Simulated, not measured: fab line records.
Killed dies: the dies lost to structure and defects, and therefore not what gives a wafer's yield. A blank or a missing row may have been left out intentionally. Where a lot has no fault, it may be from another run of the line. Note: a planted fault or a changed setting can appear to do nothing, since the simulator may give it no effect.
Chamber matching + flow gf180mcu + GF_PASSIVATION_ETCH_11 on rie-diel-04: 4 sister chambers
The step etches the open film in CF4/O2, stops on TiN, target depth 1800 nm, time 400 s. 7 wafers are shown with their chamber, then 7 later ones without.

## WAFERS, EACH WITH ITS CHAMBER
| wafer  | chamber | oes-product-au (a.u.) | throttle-valve-pct (%) |
|--------|---------|-----------------------|------------------------|
| L283.2 | 0       | 0.955                 | 5.953                  |
| L283.5 | 0       | 0.962                 | 5.967                  |
| L284.2 | 1       | 0.952                 | 5.954                  |
| L285.2 | 2       | 0.968                 | 5.966                  |
| L285.6 | 3       | 0.979                 | 5.959                  |
| L294.1 | 2       | 0.965                 | 5.963                  |
| L294.4 | 3       | 0.957                 | 5.942                  |

## WAFERS WITHOUT THEIR CHAMBER
| wafer  | oes-product-au (a.u.) | throttle-valve-pct (%) |
|--------|-----------------------|------------------------|
| L294.5 | 0.966                 | 5.971                  |
| L295.4 | 0.969                 | 5.968                  |
| L295.5 | 0.967                 | 5.966                  |
| L295.6 | 0.968                 | 5.976                  |
| L298.2 | 0.961                 | 5.969                  |
| L298.4 | 0.959                 | 5.949                  |
| L298.5 | 0.967                 | 5.958                  |

## WHICH CHAMBER EACH ONE RAN IN
| wafer  | from the rows above               | in truth |
|--------|-----------------------------------|----------|
| L294.5 | can't be placed: 2 or 0 or 3 or 1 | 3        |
| L295.4 | can't be placed: 2 or 0 or 3 or 1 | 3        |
| L295.5 | can't be placed: 2 or 0 or 3 or 1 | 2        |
| L295.6 | can't be placed: 2 or 0 or 3 or 1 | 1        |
| L298.2 | can't be placed: 2 or 0 or 1 or 3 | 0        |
| L298.4 | can't be placed: 1 or 3 or 0 or 2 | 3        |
| L298.5 | can't be placed: 2 or 3 or 0 or 1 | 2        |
Placed correctly: 0 of 7. Can't be placed from these rows: 7 (the true chamber is among the candidates in 7). 0 placed wrongly.
How it was worked out, from the rows above alone: a wafer's distance from a chamber is the root of the sum, over the readings, of the square of ((its reading less the chamber's mean) divided by the reading's scatter). If the next closest chamber is less than 2 further off than the closest, the wafer can't be placed; otherwise it belongs to the closest. A chamber's mean is the mean of its shown wafers. How the scatter is found: for the shown wafers, subtract from each reading the mean of its chamber, square and add these, divide the total by (wafers less chambers), then take the root.
